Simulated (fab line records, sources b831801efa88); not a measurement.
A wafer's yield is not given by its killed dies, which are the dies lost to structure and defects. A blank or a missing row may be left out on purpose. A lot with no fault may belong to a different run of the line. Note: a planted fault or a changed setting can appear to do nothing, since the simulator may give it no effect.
What tool caused it?	flow gf180mcu	12 lots with 36 wafers sampled at 6 steps, on a route of 602 steps

WHAT THE GAUGES SHOWED, per wafer
GF_PSD_RS_MEAS_14: measures by four-point-probe. Usual: NSD_RS 46.11 ohm/sq, standard deviation 0.09.
lot	measured	on	NSD_RS (ohm/sq)	flag
L802	day 15 01:17	filmMetro-01	46.31 46.22 46.00	
L803	day 15 11:58	filmMetro-02	46.22 46.11 46.16	
L804	day 15 17:22	filmMetro-02	46.06 45.90 45.94	
L810	day 17 19:49	filmMetro-03	43.80 43.75 43.78 43.73 43.71 43.70	OFF
L812	day 18 13:39	filmMetro-01	43.66 43.62 43.64 43.62 43.56 43.75	OFF
L815	day 19 19:14	filmMetro-01	46.01 46.07 46.11	
L816	day 19 23:29	filmMetro-02	45.97 45.99 46.08	
L818	day 20 14:46	filmMetro-02	46.02 45.99 46.00	
L819	day 20 22:10	filmMetro-02	46.22 45.99 46.03	
L821	day 21 09:35	filmMetro-03	46.08 46.07 46.12	
L822	day 21 17:47	filmMetro-03	46.11 45.91 45.99	
L823	day 22 05:34	filmMetro-03	46.04 46.05 46.01	

GF_PSD_RS_MEAS_15: measures by four-point-probe. Usual: PSD_RS 108.49 ohm/sq, standard deviation 0.28.
lot	measured	on	PSD_RS (ohm/sq)	flag
L802	day 15 01:25	filmMetro-01	108.74 108.77 108.50	
L803	day 15 12:05	filmMetro-02	108.82 108.60 108.83	
L804	day 15 17:29	filmMetro-02	108.13 108.46 108.33	
L810	day 17 22:29	filmMetro-03	101.37 101.23 101.16	OFF
L812	day 18 19:29	filmMetro-01	100.82 100.94 101.08 100.82 101.29 100.91	OFF
L815	day 19 19:22	filmMetro-01	108.42 108.43 108.52	
L816	day 19 23:37	filmMetro-02	108.36 108.35 108.61	
L818	day 20 14:53	filmMetro-02	108.53 108.23 108.18	
L819	day 20 22:17	filmMetro-02	108.50 107.89 107.88	
L821	day 21 09:43	filmMetro-03	108.11 108.23 108.33	
L822	day 21 17:54	filmMetro-03	108.50 107.99 108.47	
L823	day 22 05:41	filmMetro-03	108.54 108.42 108.46	

GF_M4_THK_MEAS_06: measures by xrf. Usual: M4_ALCU_THK 446 nm, standard deviation 7.
lot	measured	on	M4_ALCU_THK (nm)	flag
L802	day 23 08:10	filmMetro-02	452 445 449	
L803	day 23 19:25	filmMetro-02	444 451 444	
L804	day 24 01:43	filmMetro-04	457 450 452	
L810	day 26 00:41	filmMetro-04	448 452 455	
L812	day 26 17:26	filmMetro-04	438 436 438	
L815	day 27 15:34	filmMetro-04	438 438 443	
L816	day 27 21:34	filmMetro-03	437 447 438	
L818	day 28 09:40	filmMetro-04	435 438 433	
L819	day 28 16:06	filmMetro-04	449 446 447	
L821	day 29 02:19	filmMetro-03	442 444 443	
L822	day 29 08:40	filmMetro-02	445 446 447	
L823	day 29 19:41	filmMetro-03	448 448 450	

EACH LOT AND THE TOOL THAT RAN IT (in order: tool; ch and the chambers of the sampled wafers; start)
lot	GF_VT_IMPLANT_RTA_45	GF_HV_LDD_STRIP_10	GF_PSD_RTA_13
L802	rtpAnneal-02 ch 0, day 8 05:44	plasmaAsher-04 ch 0,1, day 10 18:50	rtpAnneal-01 ch 0, day 15 01:12
L803	rtpAnneal-02 ch 0, day 8 09:40	plasmaAsher-03 ch 0,1, day 11 03:01	rtpAnneal-02 ch 0, day 15 11:53
L804	rtpAnneal-01 ch 0, day 8 17:07	plasmaAsher-04 ch 0,1, day 11 08:34	rtpAnneal-01 ch 0, day 15 17:17
L810	rtpAnneal-01 ch 0, day 10 07:16	plasmaAsher-04 ch 0,1, day 13 02:14	rtpAnneal-01 ch 0, day 17 19:44
L812	rtpAnneal-01 ch 0, day 11 00:43	plasmaAsher-04 ch 0,1, day 13 17:44	rtpAnneal-01 ch 0, day 18 13:34
L815	rtpAnneal-01 ch 0, day 12 01:31	plasmaAsher-03 ch 0,1, day 14 20:01	rtpAnneal-02 ch 0, day 19 19:09
L816	rtpAnneal-02 ch 0, day 12 01:37	plasmaAsher-04 ch 0,1, day 14 23:02	rtpAnneal-02 ch 0, day 19 23:09
L818	rtpAnneal-01 ch 0, day 12 16:29	plasmaAsher-01 ch 0,1, day 15 15:04	rtpAnneal-01 ch 0, day 20 14:40
L819	rtpAnneal-01 ch 0, day 12 22:07	plasmaAsher-01 ch 0,1, day 15 18:52	rtpAnneal-01 ch 0, day 20 22:05
L821	rtpAnneal-01 ch 0, day 13 07:25	plasmaAsher-03 ch 0,1, day 16 06:16	rtpAnneal-01 ch 0, day 21 09:29
L822	rtpAnneal-01 ch 0, day 13 14:29	plasmaAsher-04 ch 0,1, day 16 14:34	rtpAnneal-02 ch 0, day 21 17:41
L823	rtpAnneal-02 ch 0, day 13 22:32	plasmaAsher-04 ch 0,1, day 17 01:19	rtpAnneal-01 ch 0, day 22 05:29
- GF_VT_IMPLANT_RTA_45: time 30 s.
- GF_HV_LDD_STRIP_10: strips in O2/N2.
- GF_PSD_RTA_13: time 20 s.

WHAT THE TOOLS THEMSELVES READ (means of the sampled wafers that have a number; where no wafer has one, the mark that the record gives instead)
GF_VT_IMPLANT_RTA_45. Usual: lampPowerPct 39 %, standard deviation 6.4; wafer_temp_C_max 1056.2, standard deviation 1.6.
lot	tool	lampPowerPct (%)	wafer_temp_C_max	flag
L802	rtpAnneal-02	30	1055.3	
L803	rtpAnneal-02	30	1055.8	
L804	rtpAnneal-01	44	1056.5	
L810	rtpAnneal-01	44	1055.5	
L812	rtpAnneal-01	44	1055.8	
L815	rtpAnneal-01	44	1056.5	
L816	rtpAnneal-02	30	1055.2	
L818	rtpAnneal-01	44	1056.9	
L819	rtpAnneal-01	44	1057.6	
L821	rtpAnneal-01	44	1057.2	
L822	rtpAnneal-01	44	1056.6	
L823	rtpAnneal-02	30	1054.0	

GF_HV_LDD_STRIP_10. Usual: drypumpMotorCurrentA 5.7 A, standard deviation 0.63; heaterPowerW 323 W, standard deviation 25; oesProductAu 0.716 a.u., standard deviation 0.0043; stripTimeToEndpointS 12.62 s, standard deviation 0.031.
lot	tool	drypumpMotorCurrentA (A)	heaterPowerW (W)	oesProductAu (a.u.)	stripTimeToEndpointS (s)	flag
L802	plasmaAsher-04	5.9	330	0.714	12.65	
L803	plasmaAsher-03	5.4	348	0.719	12.61	
L804	plasmaAsher-04	5.9	331	0.716	12.68	
L810	plasmaAsher-04	5.8	332	0.718	12.64	
L812	plasmaAsher-04	5.5	315	0.718	12.67	
L815	plasmaAsher-03	5.9	331	0.714	12.58	
L816	plasmaAsher-04	5.9	323	0.710	12.62	
L818	plasmaAsher-01	5.8	311	0.718	12.60	
L819	plasmaAsher-01	5.8	313	0.714	12.57	
L821	plasmaAsher-03	5.4	346	0.721	12.65	
L822	plasmaAsher-04	5.9	325	0.713	12.64	
L823	plasmaAsher-04	5.5	316	0.713	12.61	

GF_PSD_RTA_13. Usual: lampPowerPct 37 %, standard deviation 6.4; wafer_temp_C_max 1030.9, standard deviation 1.2.
lot	tool	lampPowerPct (%)	wafer_temp_C_max	flag
L802	rtpAnneal-01	42	1030.7	
L803	rtpAnneal-02	29	1029.3	
L804	rtpAnneal-01	42	1031.4	
L810	rtpAnneal-01	44	1030.7	
L812	rtpAnneal-01	44	1031.6	
L815	rtpAnneal-02	29	1029.7	
L816	rtpAnneal-02	29	1030.8	
L818	rtpAnneal-01	42	1031.8	
L819	rtpAnneal-01	42	1031.0	
L821	rtpAnneal-01	42	1031.4	
L822	rtpAnneal-02	29	1030.5	
L823	rtpAnneal-01	42	1031.4	

THE ANSWER, worked out from the rows above alone
Rule: a lot is off if the mean of its wafers that have a number lies more than 3 standard deviations from the usual mean. A lot without any number at a reading at which 4 lots or more have one is off too. Any other lot the step has rows for is counted as sound. The gauges are gone through in route order, then the tools' own readings, and for those a lot's mean is taken as printed above. At the first step where some lot is off, the reading lying furthest off is the one used; lots without a number count as furthest.
Off: at GF_PSD_RS_MEAS_14 (NSD_RS), L810, L812.
If a tool, at a process step before that reading, ran all the lots that are off and no sound lot after the first of them, it fits. Those tools and the gauges at GF_PSD_RS_MEAS_14 are tried in the same way. No candidate that was tried fits.

WHAT THE SIMULATOR PUT IN
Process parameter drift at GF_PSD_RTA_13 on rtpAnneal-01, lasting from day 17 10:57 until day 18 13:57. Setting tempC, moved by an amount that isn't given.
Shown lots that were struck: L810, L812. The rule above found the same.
